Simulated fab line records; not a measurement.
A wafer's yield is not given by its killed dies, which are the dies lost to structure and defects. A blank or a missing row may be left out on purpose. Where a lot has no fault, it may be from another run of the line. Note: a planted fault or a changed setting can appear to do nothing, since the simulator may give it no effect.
Struck lot and sound lot, side by side	flow gf180mcu	17 steps out of a route of 602
Sound: wafers L942.2, L942.4, L942.5. Struck: wafer L953.3; the same lot's L953.6 was not struck, so it is left out; see the end for the cause.
For every step that has rows: the tool of each side, followed by ch and its chambers, followed by its first start. Under that, the readings that differ: sound wafers	struck wafers	difference of the means	sigmas: that difference in standard deviations of wafers without a fault.
alike: words and numbers the same on both sides, and readings whose means are apart by under 2 such deviations; not compared: readings that were withheld, readings missing a value for some wafer, numbers with overlapping values and no deviation given by the record, and bounds like >300 which may hide the same value.
Wherever a step has rows on one side only, a row that says differs or no value, or a row with sigmas, the two part there. Numbers that don't overlap but have no deviation are shown without sigmas and don't part them. Lack of a reading on every wafer of one side parts them only where that side has two or more wafers.

first, 3 steps without rows for these wafers: GF_V5_EXPOSE_11 (exposes mask Via5, target cd 260 nm); GF_V5_PEB_12 (peb time 90 s); GF_V5_DEVELOP_13 (develop time 60 s).
GF_V5_CD_MEAS_14: target cd 260 nm.
  struck on cd_sem-02, day 31 00:05; sound on cd_sem-02, day 27 12:04
  alike: cd_nm
GF_V5_OVL_MEAS_15:
  struck on overlay-01, day 31 00:11; sound on overlay-02, day 27 12:10
  alike: V5_OVL
GF_V5_ETCH_16: etches BARC in N2/H2.
  sound on rie_diel-01 ch 0,2, day 27 12:12; struck on rie_diel-03 ch 2, day 31 00:13
  alike: drypump_motor_current_A, h2_flow_sccm, oes_product_au, rf_fwd_power_W, throttle_valve_pct
GF_V5_ETCH_17: etches SiO2 in C4F8/O2/Ar, stops on TiN, target depth 855 nm.
  sound: rie_diel-01 ch 0,2; struck: rie_diel-03 ch 2
  alike: oes_product_au, rf_fwd_power_W
GF_V5_STRIP_18: strips in O2/N2.
  sound on plasma_asher-02 ch 0,1, day 27 12:22; struck on plasma_asher-01 ch 1, day 31 00:23
  alike: drypump_motor_current_A, heater_power_w, oes_product_au
  not compared: rf_hours_counter_h
then, 2 steps without rows for these wafers: GF_V5_STRIP_19 (strips in post etch residue remover, time 1200 s); GF_V5_CLEAN_20 (cleans in DIW).
GF_V5_SPUTTER_21: material Ti, target thk 15 nm, time 80.02 s.
  struck on pvd_sputter-04, day 31 00:53; sound on pvd_sputter-03, day 27 13:14
  alike: throttle_valve_pct
GF_V5_SPUTTER_22: material TiN, target thk 10 nm, time 40 s.
  struck on pvd_sputter-04, day 31 00:57; sound on pvd_sputter-03, day 27 13:18
  alike: throttle_valve_pct
GF_V5_CVD_23: deposits W, target thk 350 nm, time 104.9 s.
  sound on cvd_w-01 ch 1, day 27 13:20; struck on cvd_w-01 ch 1, day 31 01:02
reading	sound	struck	difference	sigmas
model.W_of_V5_CVD_23.thk_nm (nm)	351.1 345.5 349.1	515.1	+166.5	
  alike: heater_power_w
GF_V5_RS_MEAS_24: measures by four-point-probe.
  struck on film_metro-03, day 31 01:08; sound on film_metro-02, day 27 13:28
reading	sound	struck	difference	sigmas
V5_W_RS (ohm/sq)	0.3254 0.3317 0.3285	0.2219	-0.1066	-38
GF_V5_THK_MEAS_25: measures by xrf.
  struck on film_metro-03, day 31 01:14; sound on film_metro-02, day 27 13:35
reading	sound	struck	difference	sigmas
V5_W_THK (nm)	339.5 335.2 337.5	486.4	+149.0	+55
GF_V5_CMP_26: polishes, stops on SiO2, t overpolish 15 s, target thk 0 nm.
  sound on cmp-01 ch 0,3, day 27 13:38; struck on cmp-01 ch 0, day 31 01:26
reading	sound	struck	difference	sigmas
time_to_endpoint_s (s)	82 81 81	122	+41	+11
  alike: edge_zone_pressure_frac, motor_current_A, platen_rpm, retaining_ring_pressure_frac, slurry_flow_ml_min
then, 1 step without rows for these wafers: GF_TOP_METAL_SPUTTER_00 (material Ti, target thk 37.5 nm, time 150 s).

WHERE THEY PART
Last at GF_V5_CMP_26 as far as this record goes, first at GF_V5_RS_MEAS_24.

WHY: what had been put in by the simulator
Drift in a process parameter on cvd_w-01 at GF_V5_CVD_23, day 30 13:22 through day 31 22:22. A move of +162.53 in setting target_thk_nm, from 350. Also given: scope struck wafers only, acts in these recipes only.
